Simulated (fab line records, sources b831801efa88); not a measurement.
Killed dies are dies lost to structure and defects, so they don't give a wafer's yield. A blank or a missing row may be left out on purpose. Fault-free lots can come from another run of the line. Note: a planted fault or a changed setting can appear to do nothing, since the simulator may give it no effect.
fab line records :: flow gf180mcu
record:
  lots: 6
  wafers: 18
  lastDay: 33
route steps=602 shown V5@546
lots with no fault: from the same line, run without faults
startH: hours from the record's opening day to when the first of the lot's shown wafers began :: waitH: hours elapsed since this lot's preceding step :: " the same as in the row above :: L1.1+2: a single row standing in for several wafers :: - value missing, or start not given :: * or withheld: withheld :: < > ~ a bound
route shown NAME@n: NAME is a module with steps in the file, n the number in the route of the first one :: usual: the fault-free wafers' mean and standard deviation :: same: alike in all rows :: chamber/n: place in a boat :: sites: readings site by site :: _std_site: standard deviation of those values :: _edge_site: inner sites' mean taken away from outer sites' mean :: radiusMm: how far each site lies from the wafer's centre :: mask NAME#n: copy n :: behind: the most recent tool/chamber to have shaped the wafer :: hold: cause of the lot's hold/its duration in hours/its outcome :: device: names the non-switching transistor (n, p or np) :: end of line: the same wafers' tests at the end of the route :: for a step that has no rows: nothing shown but its recipe :: killed: dies that structure and defects cost at the first sort, which is not the same as the wafer's yield :: map: shows each die of a wafer: x if killed, . if not, _ if none is there
set.NAME: the setting as run; set.NAME@STEP: as run at that earlier step :: model.NAME: the simulator's own value behind a step, which no gauge read
lots at selected steps of the route; one table per step, one row per wafer
services: the hour from which a tool's chamber was out of use, counted from the record's first day as startH (under 0 if before that day), plus the number of hours and why
== steps ==
step: GF_V5_DEHYDRATE_06
recipe:
  tempC: 200
  timeS: 60
step: GF_V5_HMDS_07
recipe:
  primeTimeS: 60
  primeTempC: 120
step: GF_V5_COAT_08
recipe:
  resist: BARC
  tempC: withheld
  timeS: withheld
  spinRpm: withheld
  resistThkNm: withheld
step: GF_V5_COAT_09
recipe:
  resist: KrF
  spinRpm: withheld
  resistThkNm: 1000
step: GF_V5_SOFTBAKE_10
recipe:
  tempC: 130
  timeS: 60
  resist: KrF
step: GF_V5_EXPOSE_11
recipe:
  maskId: Via5
  targetCdNm: 260
  na: 0.68
  sourceShape: conventional
  sigmaOuter: 0.6
  doseMj: 38
step: GF_V5_PEB_12
recipe:
  pebTempC: 135
  pebTimeS: 90
  resist: KrF
step: GF_V5_DEVELOP_13
recipe:
  developTimeS: 60
  resist: KrF
  devTempC: 21
step: GF_V5_CD_MEAS_14
recipe:
  targetCdNm: 260
usual:
  cdNm: 260.2/1.3
lot.wafer: L889.1
tool: cdSem-02
chamber: -
startH: 663.55
waitH: 0.1
cdNm: 261.2

lot.wafer: L889.4
tool: cdSem-02
chamber: -
startH: 663.55
waitH: 0.1
cdNm: 260.2

lot.wafer: L889.5
tool: cdSem-02
chamber: -
startH: 663.55
waitH: 0.1
cdNm: 260.3

lot.wafer: L890.1
tool: cdSem-01
chamber: -
startH: 672.15
waitH: 0.1
cdNm: 260.0

lot.wafer: L890.2
tool: cdSem-01
chamber: -
startH: 672.15
waitH: 0.1
cdNm: 260.0

lot.wafer: L890.4
tool: cdSem-01
chamber: -
startH: 672.15
waitH: 0.1
cdNm: 259.9

lot.wafer: L891.1
tool: cdSem-01
chamber: -
startH: 677.57
waitH: 0.1
cdNm: 259.9

lot.wafer: L891.2
tool: cdSem-01
chamber: -
startH: 677.57
waitH: 0.1
cdNm: 259.2

lot.wafer: L891.5
tool: cdSem-01
chamber: -
startH: 677.57
waitH: 0.1
cdNm: 259.4

lot.wafer: L897.2
tool: cdSem-02
chamber: -
startH: 716.87
waitH: 0.1
cdNm: 258.6

lot.wafer: L897.4
tool: cdSem-02
chamber: -
startH: 716.87
waitH: 0.1
cdNm: 258.1

lot.wafer: L897.6
tool: cdSem-02
chamber: -
startH: 716.87
waitH: 0.1
cdNm: 258.3

lot.wafer: L899.1
tool: cdSem-02
chamber: -
startH: 733.12
waitH: 0.1
cdNm: 258.3

lot.wafer: L899.2
tool: cdSem-02
chamber: -
startH: 733.12
waitH: 0.1
cdNm: 258.3

lot.wafer: L899.5
tool: cdSem-02
chamber: -
startH: 733.12
waitH: 0.1
cdNm: 257.3

lot.wafer: L902.2
tool: cdSem-01
chamber: -
startH: 749.83
waitH: 0.1
cdNm: 259.0

lot.wafer: L902.3
tool: cdSem-01
chamber: -
startH: 749.83
waitH: 0.1
cdNm: 259.8

lot.wafer: L902.6
tool: cdSem-01
chamber: -
startH: 749.83
waitH: 0.1
cdNm: 260.3
step: GF_V5_OVL_MEAS_15
usual:
  V5_OVL: 0/4.5
lot.wafer: L889.1
tool: overlay-01
chamber: -
startH: 663.67
waitH: 0.1
V5_OVL[nm]: -6

lot.wafer: L889.4
tool: overlay-01
chamber: -
startH: 663.67
waitH: 0.1
V5_OVL[nm]: -7

lot.wafer: L889.5
tool: overlay-01
chamber: -
startH: 663.67
waitH: 0.1
V5_OVL[nm]: -1

lot.wafer: L890.1
tool: overlay-01
chamber: -
startH: 672.27
waitH: 0.1
V5_OVL[nm]: -1

lot.wafer: L890.2
tool: overlay-01
chamber: -
startH: 672.27
waitH: 0.1
V5_OVL[nm]: -1

lot.wafer: L890.4
tool: overlay-01
chamber: -
startH: 672.27
waitH: 0.1
V5_OVL[nm]: 0

lot.wafer: L891.1
tool: overlay-02
chamber: -
startH: 677.69
waitH: 0.1
V5_OVL[nm]: 3

lot.wafer: L891.2
tool: overlay-02
chamber: -
startH: 677.69
waitH: 0.1
V5_OVL[nm]: -7

lot.wafer: L891.5
tool: overlay-02
chamber: -
startH: 677.69
waitH: 0.1
V5_OVL[nm]: 1

lot.wafer: L897.2
tool: overlay-02
chamber: -
startH: 716.97
waitH: 0.1
V5_OVL[nm]: -7

lot.wafer: L897.4
tool: overlay-02
chamber: -
startH: 716.97
waitH: 0.1
V5_OVL[nm]: -4

lot.wafer: L897.6
tool: overlay-02
chamber: -
startH: 716.97
waitH: 0.1
V5_OVL[nm]: -7

lot.wafer: L899.1
tool: overlay-02
chamber: -
startH: 733.24
waitH: 0.1
V5_OVL[nm]: 2

lot.wafer: L899.2
tool: overlay-02
chamber: -
startH: 733.24
waitH: 0.1
V5_OVL[nm]: 9

lot.wafer: L899.5
tool: overlay-02
chamber: -
startH: 733.24
waitH: 0.1
V5_OVL[nm]: 4

lot.wafer: L902.2
tool: overlay-01
chamber: -
startH: 749.93
waitH: 0.1
V5_OVL[nm]: 3

lot.wafer: L902.3
tool: overlay-01
chamber: -
startH: 749.93
waitH: 0.1
V5_OVL[nm]: -1

lot.wafer: L902.6
tool: overlay-01
chamber: -
startH: 749.93
waitH: 0.1
V5_OVL[nm]: -4
step: GF_V5_ETCH_16
recipe:
  chemistry: N2/H2
  targetDepthA: withheld
  overetchA: withheld
  timeS: withheld
  target: BARC
  ionEnergyEv: 200
  sourceW: 500
  biasW: 100
  pressureMtorr: 30
  n2FlowSccm: 100
  h2FlowSccm: 200
usual:
  biasW: 100.0/0.31
  drypumpMotorCurrentA: 5.5/0.43
  oesProductAu: 0.855/0.0051
  throttleValvePct: 13.224/0.0092
lot.wafer: L889.1
tool: rieDiel-01
chamber: 0
startH: 663.70
waitH: 0.0
biasW: 99.7
drypumpMotorCurrentA: 5.6
oesProductAu: 0.835
throttleValvePct: 13.202

lot.wafer: L889.4
tool: rieDiel-01
chamber: 2
startH: 663.70
waitH: 0.0
biasW: 100.2
drypumpMotorCurrentA: 5.2
oesProductAu: 0.857
throttleValvePct: 13.225

lot.wafer: L889.5
tool: rieDiel-01
chamber: 2
startH: 663.70
waitH: 0.0
biasW: 100.2
drypumpMotorCurrentA: 5.2
oesProductAu: 0.850
throttleValvePct: 13.235

lot.wafer: L890.1
tool: rieDiel-04
chamber: 3
startH: 672.31
waitH: 0.0
biasW: 100.2
drypumpMotorCurrentA: 5.2
oesProductAu: 0.854
throttleValvePct: 13.210

lot.wafer: L890.2
tool: rieDiel-04
chamber: 2
startH: 672.31
waitH: 0.0
biasW: 99.4
drypumpMotorCurrentA: 6.2
oesProductAu: 0.852
throttleValvePct: 13.218

lot.wafer: L890.4
tool: rieDiel-04
chamber: 3
startH: 672.31
waitH: 0.0
biasW: 100.5
drypumpMotorCurrentA: 5.2
oesProductAu: 0.852
throttleValvePct: 13.230

lot.wafer: L891.1
tool: rieDiel-04
chamber: 0
startH: 677.72
waitH: 0.0
biasW: 100.1
drypumpMotorCurrentA: 4.7
oesProductAu: 0.854
throttleValvePct: 13.219

lot.wafer: L891.2
tool: rieDiel-04
chamber: 2
startH: 677.72
waitH: 0.0
biasW: 100.4
drypumpMotorCurrentA: 6.2
oesProductAu: 0.849
throttleValvePct: 13.220

lot.wafer: L891.5
tool: rieDiel-04
chamber: 2
startH: 677.72
waitH: 0.0
biasW: 100.6
drypumpMotorCurrentA: 6.2
oesProductAu: 0.855
throttleValvePct: 13.219

lot.wafer: L897.2
tool: rieDiel-01
chamber: 2
startH: 717.00
waitH: 0.0
biasW: 99.5
drypumpMotorCurrentA: 5.2
oesProductAu: 0.854
throttleValvePct: 13.202

lot.wafer: L897.4
tool: rieDiel-01
chamber: 2
startH: 717.00
waitH: 0.0
biasW: 99.7
drypumpMotorCurrentA: 5.2
oesProductAu: 0.858
throttleValvePct: 13.223

lot.wafer: L897.6
tool: rieDiel-01
chamber: 1
startH: 717.00
waitH: 0.0
biasW: 99.9
drypumpMotorCurrentA: 6.0
oesProductAu: 0.856
throttleValvePct: 13.216

lot.wafer: L899.1
tool: rieDiel-01
chamber: 1
startH: 733.27
waitH: 0.0
biasW: 99.9
drypumpMotorCurrentA: 6.0
oesProductAu: 0.853
throttleValvePct: 13.232

lot.wafer: L899.2
tool: rieDiel-01
chamber: 0
startH: 733.27
waitH: 0.0
biasW: 100.1
drypumpMotorCurrentA: 5.6
oesProductAu: 0.853
throttleValvePct: 13.225

lot.wafer: L899.5
tool: rieDiel-01
chamber: 0
startH: 733.27
waitH: 0.0
biasW: 100.2
drypumpMotorCurrentA: 5.6
oesProductAu: 0.858
throttleValvePct: 13.210

lot.wafer: L902.2
tool: rieDiel-03
chamber: 2
startH: 749.96
waitH: 0.0
biasW: 100.1
drypumpMotorCurrentA: 6.3
oesProductAu: 0.860
throttleValvePct: 13.239

lot.wafer: L902.3
tool: rieDiel-03
chamber: 1
startH: 749.96
waitH: 0.0
biasW: 100.1
drypumpMotorCurrentA: 5.6
oesProductAu: 0.846
throttleValvePct: 13.230

lot.wafer: L902.6
tool: rieDiel-03
chamber: 3
startH: 749.96
waitH: 0.0
biasW: 100.3
drypumpMotorCurrentA: 5.2
oesProductAu: 0.864
throttleValvePct: 13.234
step: GF_V5_ETCH_17
recipe:
  chemistry: C4F8/O2/Ar
  maskMaterial: KrF
  target: SiO2
  stopOn: TiN
  sourceW: 1500
  biasW: 1200
  pressureMtorr: 40
  c4f8FlowSccm: withheld
  O2_flow_sccm: 6
  Ar_flow_sccm: 300
  timeS: withheld
  targetDepthA: 8550
usual:
  biasW: 1200/3.5
  oesProductAu: 0.859/0.0042
lot.wafer: L889.1
tool: rieDiel-01
chamber: 0
startH: -
waitH: -
biasW: 1201
oesProductAu: 0.860

lot.wafer: L889.4
tool: rieDiel-01
chamber: 2
startH: -
waitH: -
biasW: 1199
oesProductAu: 0.861

lot.wafer: L889.5
tool: rieDiel-01
chamber: 2
startH: -
waitH: -
biasW: 1202
oesProductAu: 0.863

lot.wafer: L890.1
tool: rieDiel-04
chamber: 3
startH: -
waitH: -
biasW: 1198
oesProductAu: 0.859

lot.wafer: L890.2
tool: rieDiel-04
chamber: 2
startH: -
waitH: -
biasW: 1196
oesProductAu: 0.858

lot.wafer: L890.4
tool: rieDiel-04
chamber: 3
startH: -
waitH: -
biasW: 1203
oesProductAu: 0.854

lot.wafer: L891.1
tool: rieDiel-04
chamber: 0
startH: -
waitH: -
biasW: 1201
oesProductAu: 0.858

lot.wafer: L891.2
tool: rieDiel-04
chamber: 2
startH: -
waitH: -
biasW: 1205
oesProductAu: 0.865

lot.wafer: L891.5
tool: rieDiel-04
chamber: 2
startH: -
waitH: -
biasW: 1206
oesProductAu: 0.861

lot.wafer: L897.2
tool: rieDiel-01
chamber: 2
startH: -
waitH: -
biasW: 1196
oesProductAu: 0.853

lot.wafer: L897.4
tool: rieDiel-01
chamber: 2
startH: -
waitH: -
biasW: 1195
oesProductAu: 0.860

lot.wafer: L897.6
tool: rieDiel-01
chamber: 1
startH: -
waitH: -
biasW: 1204
oesProductAu: 0.858

lot.wafer: L899.1
tool: rieDiel-01
chamber: 1
startH: -
waitH: -
biasW: 1197
oesProductAu: 0.857

lot.wafer: L899.2
tool: rieDiel-01
chamber: 0
startH: -
waitH: -
biasW: 1206
oesProductAu: 0.860

lot.wafer: L899.5
tool: rieDiel-01
chamber: 0
startH: -
waitH: -
biasW: 1206
oesProductAu: 0.865

lot.wafer: L902.2
tool: rieDiel-03
chamber: 2
startH: -
waitH: -
biasW: 1206
oesProductAu: 0.860

lot.wafer: L902.3
tool: rieDiel-03
chamber: 1
startH: -
waitH: -
biasW: 1196
oesProductAu: 0.855

lot.wafer: L902.6
tool: rieDiel-03
chamber: 3
startH: -
waitH: -
biasW: 1203
oesProductAu: 0.859
step: GF_V5_STRIP_18
recipe:
  chemistry: O2/N2
  powerW: 1400
  pressureMtorr: 1500
  platenTempC: 250
  o2FlowSccm: 3000
  n2FlowSccm: 300
  overashFraction: 0.5
usual:
  chamberPressureMTorr: 1500.2/1.4
  drypumpMotorCurrentA: 5.8/0.5
  heaterPowerW: 338/35
  oesProductAu: 0.569/0.0048
lot.wafer: L889.1
tool: plasmaAsher-03
chamber: 0
startH: 663.86
waitH: -
chamberPressureMTorr: 1499.0
drypumpMotorCurrentA: 5.3
heaterPowerW: 339
oesProductAu: 0.574
rfHoursCounterH: 23

lot.wafer: L889.4
tool: plasmaAsher-03
chamber: 1
startH: 663.86
waitH: -
chamberPressureMTorr: 1499.6
drypumpMotorCurrentA: 5.9
heaterPowerW: 323
oesProductAu: 0.575
rfHoursCounterH: -

lot.wafer: L889.5
tool: plasmaAsher-03
chamber: 1
startH: 663.86
waitH: -
chamberPressureMTorr: 1500.5
drypumpMotorCurrentA: 5.9
heaterPowerW: 329
oesProductAu: 0.562
rfHoursCounterH: -

lot.wafer: L890.1
tool: plasmaAsher-03
chamber: 0
startH: 672.46
waitH: -
chamberPressureMTorr: -
drypumpMotorCurrentA: -
heaterPowerW: -
oesProductAu: -
rfHoursCounterH: -

lot.wafer: L890.2
tool: plasmaAsher-03
chamber: 1
startH: 672.46
waitH: -
chamberPressureMTorr: -
drypumpMotorCurrentA: -
heaterPowerW: -
oesProductAu: -
rfHoursCounterH: -

lot.wafer: L890.4
tool: plasmaAsher-03
chamber: 1
startH: 672.46
waitH: -
chamberPressureMTorr: -
drypumpMotorCurrentA: -
heaterPowerW: -
oesProductAu: -
rfHoursCounterH: -

lot.wafer: L891.1
tool: plasmaAsher-02
chamber: 1
startH: 677.88
waitH: -
chamberPressureMTorr: -
drypumpMotorCurrentA: -
heaterPowerW: -
oesProductAu: -
rfHoursCounterH: -

lot.wafer: L891.2
tool: plasmaAsher-02
chamber: 0
startH: 677.88
waitH: -
chamberPressureMTorr: -
drypumpMotorCurrentA: -
heaterPowerW: -
oesProductAu: -
rfHoursCounterH: -

lot.wafer: L891.5
tool: plasmaAsher-02
chamber: 0
startH: 677.88
waitH: -
chamberPressureMTorr: -
drypumpMotorCurrentA: -
heaterPowerW: -
oesProductAu: -
rfHoursCounterH: -

lot.wafer: L897.2
tool: plasmaAsher-01
chamber: 0
startH: 717.16
waitH: -
chamberPressureMTorr: 1500.9
drypumpMotorCurrentA: 6.6
heaterPowerW: 259
oesProductAu: 0.563
rfHoursCounterH: 95

lot.wafer: L897.4
tool: plasmaAsher-01
chamber: 0
startH: 717.16
waitH: -
chamberPressureMTorr: 1498.0
drypumpMotorCurrentA: 6.6
heaterPowerW: 255
oesProductAu: 0.569
rfHoursCounterH: -

lot.wafer: L897.6
tool: plasmaAsher-01
chamber: 1
startH: 717.16
waitH: -
chamberPressureMTorr: 1502.3
drypumpMotorCurrentA: 5.8
heaterPowerW: 383
oesProductAu: 0.568
rfHoursCounterH: -

lot.wafer: L899.1
tool: plasmaAsher-03
chamber: 1
startH: 733.43
waitH: -
chamberPressureMTorr: 1499.0
drypumpMotorCurrentA: 5.9
heaterPowerW: 338
oesProductAu: 0.575
rfHoursCounterH: 30

lot.wafer: L899.2
tool: plasmaAsher-03
chamber: 0
startH: 733.43
waitH: -
chamberPressureMTorr: 1500.4
drypumpMotorCurrentA: 5.3
heaterPowerW: 348
oesProductAu: 0.577
rfHoursCounterH: 30

lot.wafer: L899.5
tool: plasmaAsher-03
chamber: 0
startH: 733.43
waitH: -
chamberPressureMTorr: 1500.5
drypumpMotorCurrentA: 5.3
heaterPowerW: 338
oesProductAu: 0.578
rfHoursCounterH: -

lot.wafer: L902.2
tool: plasmaAsher-01
chamber: 1
startH: 750.12
waitH: -
chamberPressureMTorr: 1498.9
drypumpMotorCurrentA: 5.8
heaterPowerW: 365
oesProductAu: 0.567
rfHoursCounterH: 99

lot.wafer: L902.3
tool: plasmaAsher-01
chamber: 1
startH: 750.12
waitH: -
chamberPressureMTorr: 1499.5
drypumpMotorCurrentA: 5.8
heaterPowerW: 367
oesProductAu: 0.565
rfHoursCounterH: -

lot.wafer: L902.6
tool: plasmaAsher-01
chamber: 0
startH: 750.12
waitH: -
chamberPressureMTorr: 1500.4
drypumpMotorCurrentA: 6.6
heaterPowerW: 261
oesProductAu: 0.562
rfHoursCounterH: -
step: GF_V5_STRIP_19
recipe:
  chemistry: postEtchResidueRemover
  timeS: 1200
  tempC: 72.5
== services ==
tool: rieDiel-04
chamber: 1
startH: 650.19
hours: 1.3
kind: repair

tool: rieDiel-01
chamber: 0
startH: 656.35
hours: 3.8
kind: repair

tool: rieDiel-01
chamber: 1
startH: 668.47
hours: 5.9
kind: repair

tool: rieDiel-04
chamber: 1
startH: 669.58
hours: 12.9
kind: repair

tool: rieDiel-04
chamber: -
startH: 675.57
hours: 0.1
kind: repair

tool: plasmaAsher-01
chamber: -
startH: 682.39
hours: 14.6
kind: pm

tool: rieDiel-04
chamber: 3
startH: 683.74
hours: 2.5
kind: repair

tool: plasmaAsher-02
chamber: -
startH: 691.42
hours: 0.8
kind: repair

tool: plasmaAsher-02
chamber: -
startH: 707.43
hours: 2.8
kind: pm

tool: rieDiel-01
chamber: 3
startH: 712.42
hours: -
kind: clean

tool: rieDiel-01
chamber: 3
startH: 712.42
hours: 38.4
kind: scheduledDown

tool: rieDiel-01
chamber: 3
startH: 712.42
hours: 38.4
kind: ventCycle
== key ==
firstSign:
  step: GF_V5_STRIP_18
  reading: toolRecord
  direction: missing
effect none on later readings
metAt GF_V5_STRIP_18
struckWafers L890.1,L890.2,L890.4,L891.1,L891.2,L891.5
laterRowsLeftOut L890.1,L890.2,L890.4,L891.1,L891.2,L891.5
sortLeftOut L890.1,L890.2,L890.4,L891.1,L891.2,L891.5
onsetBetween 663.86 672.46
fault:
  kind: skippedStepWhole
  tool: plasmaAsher-02,plasmaAsher-03
  chamber: -
  onsetH: 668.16
  steps: GF_V5_STRIP_18
  scope: struckLotsOnly
sortLeftOut: the simulated sort isn't trusted on such a fault, so these wafers' sort isn't shown, and their yield isn't known
laterRowsLeftOut: the simulator's readings of these wafers behind a module that went badly wrong aren't trusted and aren't shown, but for the sort
